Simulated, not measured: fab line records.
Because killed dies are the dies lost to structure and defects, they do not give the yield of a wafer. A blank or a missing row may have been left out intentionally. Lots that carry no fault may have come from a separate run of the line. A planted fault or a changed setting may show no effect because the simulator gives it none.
fab line records	flow sky130
record: lots: 14	wafers: 42	last-day: 50
route steps=708 shown NWELL@82 PWDE@84 VT_ADJUST_HVTP@92 SONOS_TUNNEL@160 PAD_OPEN@708
lots untouched by any fault: they come from a run of this same line in which no faults occurred
start-h: hours from the record's opening day to when the first of the lot's shown wafers began	wait-h: hours from the lot's prior step to this one	" unchanged from the row above	L1.1+2: one row covering several wafers at once	- no value, or no start was given	* or withheld: withheld	< > ~ a bound
route shown NAME@n: a module of which the file shows steps, and the number in the route of the first	usual: the fault-free wafers' mean and standard deviation	same: alike in all rows	chamber/n: place in a boat	sites: readings site by site	_std_site: standard deviation across them	_edge_site: inner sites' mean taken away from outer sites' mean	radius-mm: for every site, how far away it sits from the centre of the wafer	mask NAME#n: copy n	behind: the most recent tool/chamber to have shaped the wafer	hold: cause of the lot's hold/its duration in hours/its outcome	device: names the non-switching transistor (n, p or np)	end of line: tests of these same wafers at the route's end	where a step has no rows: the recipe by itself	killed: count of dies lost to structure and defects at first sort (not the wafer's yield)	map: a wafer's dies, x killed, . not, _ none there
set.NAME: the setting the step ran with; set.NAME@STEP: the setting that earlier step ran with	model.NAME: the simulator's own value behind a step, which no gauge read
route steps across a sampled set of lots; one table per step, one row per wafer
== steps ==
step: SKY_NWELL_RS_MEAS_29
recipe: thk-meas-gauge: four-point-probe
usual: NWELL_RS: 624.8/1.5
lot.wafer	tool	chamber	start-h	wait-h	NWELL_RS[ohm/sq]
L519.1	film-metro-02	-	102.13	0.2	623.5
L519.4	"	-	"	"	624.3
L519.6	"	-	"	"	625.0
L524.2	film-metro-02	-	131.67	0.1	624.5
L524.5	"	-	"	"	624.9
L524.6	"	-	"	"	625.2
L525.1	film-metro-02	-	137.49	0.1	625.3
L525.2	"	-	"	"	625.5
L525.4	"	-	"	"	624.9
L526.1	film-metro-02	-	138.14	0.1	625.0
L526.2	"	-	"	"	624.5
L526.6	"	-	"	"	623.6
L527.1	film-metro-01	-	143.99	0.1	623.0
L527.4	"	-	"	"	625.0
L527.6	"	-	"	"	623.8
L528.2	film-metro-02	-	152.22	0.1	623.9
L528.4	"	-	"	"	625.4
L528.6	"	-	"	"	626.9
L529.1	film-metro-01	-	159.19	0.1	624.0
L529.2	"	-	"	"	623.6
L529.3	"	-	"	"	623.5
L533.1	film-metro-02	-	214.70	0.1	625.6
L533.3	"	-	"	"	624.5
L533.6	"	-	"	"	625.2
L537.1	film-metro-04	-	219.24	0.2	627.0
L537.2	"	-	"	"	625.9
L537.3	"	-	"	"	626.9
L538.1	film-metro-02	-	224.34	0.1	626.0
L538.3	"	-	"	"	627.1
L538.6	"	-	"	"	627.0
L539.2	film-metro-02	-	226.33	0.1	624.8
L539.4	"	-	"	"	622.2
L539.6	"	-	"	"	624.4
L540.1	film-metro-01	-	229.98	0.1	624.2
L540.2	"	-	"	"	624.5
L540.5	"	-	"	"	624.8
L541.1	film-metro-01	-	240.09	0.1	624.5
L541.5	"	-	"	"	624.0
L541.6	"	-	"	"	624.7
L542.4	film-metro-04	-	245.39	0.1	625.0
L542.5	"	-	"	"	626.1
L542.6	"	-	"	"	626.4
step: SKY_NWELL_RS_MEAS_31
recipe: thk-meas-gauge: four-point-probe
usual: PWDE_RS: 5271/17
lot.wafer	tool	chamber	start-h	wait-h	PWDE_RS[ohm/sq]
L519.1	film-metro-02	-	102.37	0.1	5288
L519.4	"	-	"	"	5287
L519.6	"	-	"	"	5268
L524.2	film-metro-02	-	131.91	0.1	5254
L524.5	"	-	"	"	5253
L524.6	"	-	"	"	5247
L525.1	film-metro-02	-	137.73	0.1	5250
L525.2	"	-	"	"	5275
L525.4	"	-	"	"	5253
L526.1	film-metro-02	-	138.38	0.1	5262
L526.2	"	-	"	"	5259
L526.6	"	-	"	"	5247
L527.1	film-metro-01	-	144.23	0.1	5257
L527.4	"	-	"	"	5284
L527.6	"	-	"	"	5275
L528.2	film-metro-02	-	152.46	0.1	5248
L528.4	"	-	"	"	5266
L528.6	"	-	"	"	5249
L529.1	film-metro-01	-	159.43	0.1	5282
L529.2	"	-	"	"	5278
L529.3	"	-	"	"	5290
L533.1	film-metro-02	-	214.94	0.1	5285
L533.3	"	-	"	"	5280
L533.6	"	-	"	"	5266
L537.1	film-metro-04	-	219.48	0.1	5283
L537.2	"	-	"	"	5281
L537.3	"	-	"	"	5253
L538.1	film-metro-02	-	224.58	0.1	5272
L538.3	"	-	"	"	5265
L538.6	"	-	"	"	5266
L539.2	film-metro-02	-	226.57	0.1	5285
L539.4	"	-	"	"	5285
L539.6	"	-	"	"	5265
L540.1	film-metro-01	-	230.22	0.1	5243
L540.2	"	-	"	"	5262
L540.5	"	-	"	"	5245
L541.1	film-metro-01	-	240.33	0.1	5274
L541.5	"	-	"	"	5267
L541.6	"	-	"	"	5262
L542.4	film-metro-04	-	245.63	0.1	5265
L542.5	"	-	"	"	5260
L542.6	"	-	"	"	5274
step: SKY_VT_ADJUST_HVTP_CD_MEAS_07
recipe: target-cd-nm: 380
usual: cd-nm: 380.9/2
lot.wafer	tool	chamber	start-h	wait-h	cd-nm
L519.1	cd-sem-01	-	120.79	0.1	384.4
L519.4	"	-	"	"	382.9
L519.6	"	-	"	"	383.8
L524.2	cd-sem-02	-	150.47	0.1	381.7
L524.5	"	-	"	"	382.1
L524.6	"	-	"	"	380.8
L525.1	cd-sem-02	-	156.75	0.1	379.4
L525.2	"	-	"	"	380.2
L525.4	"	-	"	"	376.8
L526.1	cd-sem-01	-	157.04	0.1	380.4
L526.2	"	-	"	"	379.9
L526.6	"	-	"	"	380.8
L527.1	cd-sem-02	-	163.65	0.1	384.3
L527.4	"	-	"	"	383.3
L527.6	"	-	"	"	385.3
L528.2	cd-sem-02	-	172.37	0.1	381.3
L528.4	"	-	"	"	381.2
L528.6	"	-	"	"	380.9
L529.1	cd-sem-01	-	179.81	0.1	381.6
L529.2	"	-	"	"	378.6
L529.3	"	-	"	"	381.7
L533.1	cd-sem-02	-	237.01	0.1	383.0
L533.3	"	-	"	"	383.5
L533.6	"	-	"	"	385.2
L537.1	cd-sem-01	-	242.00	0.1	382.7
L537.2	"	-	"	"	379.7
L537.3	"	-	"	"	378.5
L538.1	cd-sem-01	-	246.39	0.1	375.8
L538.3	"	-	"	"	378.0
L538.6	"	-	"	"	377.3
L539.2	cd-sem-01	-	248.81	0.1	384.5
L539.4	"	-	"	"	383.6
L539.6	"	-	"	"	381.9
L540.1	cd-sem-01	-	253.29	0.1	383.6
L540.2	"	-	"	"	382.5
L540.5	"	-	"	"	383.3
L541.1	cd-sem-02	-	263.70	0.1	381.7
L541.5	"	-	"	"	377.0
L541.6	"	-	"	"	380.2
L542.4	cd-sem-01	-	268.80	0.1	380.4
L542.5	"	-	"	"	381.1
L542.6	"	-	"	"	381.0
step: SKY_SONOS_TUNNEL_DEVELOP_06
recipe: resist: NOVOLAK	developer: TMAH	develop-time-s: 60	dev-temp-c: 23
lot.wafer	tool	chamber	start-h	wait-h
L519.1+4+6	litho-track-02	0	243.46	0.1
L524.2+5+6	litho-track-03	0	282.81	0.1
L525.1+2+4	litho-track-02	0	291.21	0.1
L526.1+2+6	litho-track-02	0	291.51	0.1
L527.1+4+6	litho-track-01	0	299.75	0.1
L528.2+4+6	litho-track-02	0	314.03	0.1
L529.1+2+3	litho-track-02	0	319.66	0.1
L533.1+3+6	litho-track-01	0	393.20	0.1
L537.1+2+3	litho-track-02	0	400.95	0.1
L538.1+3+6	litho-track-01	0	406.05	0.1
L539.2+4+6	litho-track-03	0	408.11	0.1
L540.1+2+5	litho-track-01	0	415.20	0.1
L541.1+5+6	litho-track-03	0	426.03	0.1
L542.4+5+6	litho-track-03	0	435.01	0.1
step: SKY_SONOS_TUNNEL_CD_MEAS_07
recipe: target-cd-nm: 410
usual: cd-nm: 410.1/2.8
lot.wafer	tool	chamber	start-h	wait-h	cd-nm
L519.1	cd-sem-01	-	243.61	0.1	407.3
L519.4	"	-	"	"	406.0
L519.6	"	-	"	"	408.1
L524.2	cd-sem-01	-	282.96	0.1	415.1
L524.5	"	-	"	"	413.6
L524.6	"	-	"	"	414.2
L525.1	cd-sem-02	-	291.36	0.1	411.0
L525.2	"	-	"	"	412.1
L525.4	"	-	"	"	410.2
L526.1	cd-sem-01	-	291.66	0.1	413.3
L526.2	"	-	"	"	413.3
L526.6	"	-	"	"	411.8
L527.1	cd-sem-02	-	299.90	0.1	409.2
L527.4	"	-	"	"	408.8
L527.6	"	-	"	"	407.9
L528.2	cd-sem-01	-	314.28	0.2	317.9
L528.4	"	-	"	"	316.5
L528.6	"	-	"	"	319.7
L529.1	cd-sem-02	-	319.81	0.1	325.1
L529.2	"	-	"	"	322.4
L529.3	"	-	"	"	322.1
L533.1	cd-sem-02	-	393.35	0.1	409.4
L533.3	"	-	"	"	405.8
L533.6	"	-	"	"	406.4
L537.1	cd-sem-01	-	401.10	0.1	409.2
L537.2	"	-	"	"	409.5
L537.3	"	-	"	"	409.0
L538.1	cd-sem-01	-	406.20	0.1	409.6
L538.3	"	-	"	"	409.5
L538.6	"	-	"	"	409.9
L539.2	cd-sem-01	-	408.25	0.1	409.9
L539.4	"	-	"	"	408.5
L539.6	"	-	"	"	408.6
L540.1	cd-sem-01	-	415.35	0.1	412.9
L540.2	"	-	"	"	410.5
L540.5	"	-	"	"	408.1
L541.1	cd-sem-01	-	426.18	0.1	410.0
L541.5	"	-	"	"	410.0
L541.6	"	-	"	"	410.0
L542.4	cd-sem-02	-	435.14	0.1	407.4
L542.5	"	-	"	"	407.8
L542.6	"	-	"	"	408.3
step: SKY_PAD_OPEN_PROBE_99
usual: killed_at_M0_to_M3: 43/7.3	killed_at_M4_up: 3.4/1.7	killed-at-contacts: 24/4.5	killed-at-front-end: 16/4.4	killed-at-other: 0.2/0.51	killed-dies: 86/9.7	killed-open: 46/6.6	killed-short: 39/7.1
same: gross-dies: 492	killed-at-back-side: 0
lot.wafer	tool	chamber	start-h	wait-h	killed_at_M0_to_M3	killed_at_M4_up	killed-at-contacts	killed-at-front-end	killed-at-other	killed-dies	killed-open	killed-short
L539.2	prober-01	-	1190.95	0.1	44	4	14	10	0	72	40	32
L539.4	prober-01	-	1191.05	0.2	35	3	20	16	0	74	46	27
L539.6	prober-01	-	1191.15	0.2	40	5	27	15	2	89	41	48
killed by level:class
L539.2 VIA2:geometric-particle:open=10 VIA1:geometric-particle:short=7 VIA3:geometric-particle:open=7 LI_CONTACT:geometric-particle:open=6 FIELD_ISO:geometric-particle:short=5 METAL1:geometric-particle:short=5 VIA1:geometric-particle:open=5 FIELD_ISO:geometric-particle:open=3
L539.4 VIA2:geometric-particle:open=10 POLY_GATE:geometric-particle:open=7 CONTACT:geometric-particle:open=6 LOCAL_INTERCONNECT:geometric-particle:short=6 VIA1:geometric-particle:open=6 LI_CONTACT:geometric-particle:open=5 VIA1:geometric-particle:short=4 VIA3:geometric-particle:open=4
L539.6 VIA1:geometric-particle:open=10 CONTACT:geometric-particle:open=8 LI_CONTACT:geometric-particle:open=7 FIELD_ISO:geometric-particle:short=5 POLY_GATE:geometric-particle:open=5 VIA1:geometric-particle:short=5 METAL2:geometric-particle:short=5 VIA2:geometric-particle:open=5
== key ==
first-sign: step: SKY_SONOS_TUNNEL_CD_MEAS_07	reading: cd-nm	direction: down	sigmas: 32	usual: 410.1	struck: 320.6
effect none on later readings
met-at SKY_SONOS_TUNNEL_DEVELOP_06
struck-lots L528,L529
tester-left-out L528,L529
not-acting-at SKY_NWELL_RS_MEAS_29,SKY_NWELL_RS_MEAS_31,SKY_VT_ADJUST_HVTP_CD_MEAS_07
onset-between 291.51 314.03
fault: kind: process-parameter-drift	tool: litho-track-02	chamber: -	onset-h: 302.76	steps: SKY_SONOS_TUNNEL_DEVELOP_06	channel: develop-time-s	offset: *	shape: step	end-h: 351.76	acts-in: *	stated: *
tester-left-out: of these lots the tester's yield and bins aren't shown, on N5 and GAA mostly nor the transistor test; their killed dies are dies lost to structure and defects alone, not to doping, threshold or leakage, so they don't give the yield
